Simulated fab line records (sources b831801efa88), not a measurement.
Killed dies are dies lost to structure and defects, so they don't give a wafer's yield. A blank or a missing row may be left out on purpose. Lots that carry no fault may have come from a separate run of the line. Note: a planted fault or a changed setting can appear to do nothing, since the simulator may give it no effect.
Comparing a struck lot with a sound one :: flow sky130 :: 20 steps out of a route of 708
Sound: the wafers L792.3, L792.4, L792.6. Struck: wafers L778.2, L778.3, L778.5. The cause is given at the end.
Per side, at each step with rows, come the tool, then ch with its chambers, and then its first start. Under that, the readings that differ: sound wafers :: struck wafers :: difference of the means :: sigmas: that difference in standard deviations of wafers without a fault.
alike: readings with means less than 2 such deviations apart, plus words and numbers identical on both sides. not compared: withheld readings, readings lacking a value on some wafer, bounds such as >300 that could conceal the same value, and numbers that have no deviation in the record and whose values overlap.
The two part at a step that has a row with sigmas, a row that says differs or no value, or rows on one side only. When numbers do not overlap yet have no deviation, they are printed without sigmas and do not part them. A reading that every wafer of one side lacks parts them only if that side has two wafers or more.

SKY_METAL4_SPUTTER_01: material TiN, target thk 20 nm, time 16.7 s.
  sound on pvd-sputter-03 at day 45 14:56; struck on pvd-sputter-03 at day 41 17:41
  alike: throttle-valve-pct
SKY_METAL4_SPUTTER_02: material AlCu, target thk 735 nm, time 39.1 s.
  sound on pvd-sputter-03 at day 45 14:57; struck on pvd-sputter-03 at day 41 17:42
  alike: throttle-valve-pct
SKY_METAL4_SPUTTER_03: material Ti, target thk 5 nm, time 3.3 s.
  sound on pvd-sputter-03 at day 45 14:59; struck on pvd-sputter-03 at day 41 17:44
  alike: throttle-valve-pct
then, 1 step without rows for these wafers: SKY_METAL4_SPUTTER_04 (material TiN, target thk 70 nm, time 58.3 s).
SKY_CAP2M_CVD_00: deposits SiO2, target thk 15.5 nm.
  sound on pecvd-04 ch 0,2, day 45 15:04; struck on pecvd-03 ch 0,1,2, day 41 17:49
  alike: heater-power-w
SKY_CAP2M_THK_MEAS_01:
  sound on film-metro-02 at day 45 15:06; struck on film-metro-01 at day 41 17:50
  alike: CAP2M_CVD_00_THK
then, 1 step without rows for these wafers: SKY_CAP2M_SPUTTER_02 (material TiN, target thk 200 nm, time 166.7 s).
SKY_CAP2M_RS_MEAS_03: a four-point-probe measurement.
  sound on film-metro-03 at day 45 15:17; struck on film-metro-02 at day 41 18:01
  alike: CAP2M_TIN_RS
SKY_CAP2M_THK_MEAS_04: measures by xrf.
  sound on film-metro-03 at day 45 15:23; struck on film-metro-02 at day 41 18:08
  alike: CAP2M_TIN_THK
then, 3 steps without rows for these wafers: SKY_CAP2M_DEHYDRATE_05 (time 60 s); SKY_CAP2M_HMDS_06 (prime time 60 s); SKY_CAP2M_COAT_07 (resist thk 1140 nm).
SKY_CAP2M_SOFTBAKE_08: time 60 s.
  sound on litho-track-03 ch 0, day 46 01:56; struck on litho-track-01 ch 0, day 42 05:31
reading: heater-power-total-W (W)
sound: 56.63 56.58 56.60
struck: 54.77 54.85 54.85
difference: -1.78
sigmas: -34

reading: plate-temp-C (C)
sound: 90.09 89.96 90.07
struck: 87.89 87.82 87.80
difference: -2.20
sigmas: -18
then, 2 steps without rows for these wafers: SKY_CAP2M_EXPOSE_09 (exposes mask CAP2M, target cd 1000 nm); SKY_CAP2M_PEB_10.
SKY_CAP2M_DEVELOP_11: develop time 60 s.
  sound on litho-track-01 ch 0, day 46 12:23; struck on litho-track-02 ch 0, day 42 18:20
reading: model.NOVOLAK_of_CAP2M_COAT_07.thk-nm (nm)
sound: 1135 1137 1136
struck: 1142 1144 1141
difference: +6
sigmas: 
SKY_CAP2M_OVL_MEAS_12:
  sound on overlay-01 at day 46 12:29; struck on overlay-01 at day 42 18:28
  alike: CAP2M_OVL
SKY_CAP2M_METAL_ETCH_13: etches TiN in Cl2/BCl3, stops on SiO2, target depth 220 nm, time 62.9 s.
  sound on rie-metal-01 ch 0,1, day 46 12:32; struck on rie-metal-03 ch 0,1, day 42 18:29
reading: model.NOVOLAK_of_CAP2M_COAT_07.thk-nm (nm)
sound: 986.4 988.6 989.4
struck: 997 995.4 992.3
difference: +7
sigmas: 
  alike: chamber-pressure-mTorr, drypump-motor-current-A, oes-product-au, throttle-valve-pct
  not compared: rf-hours-counter-h
SKY_CAP2M_STRIP_14: strips in O2/N2.
  sound on plasma-asher-01 ch 0,1, day 46 12:38; struck on plasma-asher-01 ch 0,1, day 42 18:34
  alike: chamber-pressure-mTorr, drypump-motor-current-A, oes-product-au, strip-time-to-endpoint-s
  not compared: rf-hours-counter-h
then, 1 step without rows for these wafers: SKY_PAD_OPEN_PROBE_99.

## WHERE THEY PART
Within this record, at SKY_CAP2M_SOFTBAKE_08 only. Later steps at which nothing parts them and some readings are alike: SKY_CAP2M_OVL_MEAS_12, SKY_CAP2M_METAL_ETCH_13, SKY_CAP2M_STRIP_14.

WHY: whatever the simulator had introduced
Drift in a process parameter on litho-track-01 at SKY_CAP2M_SOFTBAKE_08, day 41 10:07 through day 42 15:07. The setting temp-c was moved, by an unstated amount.
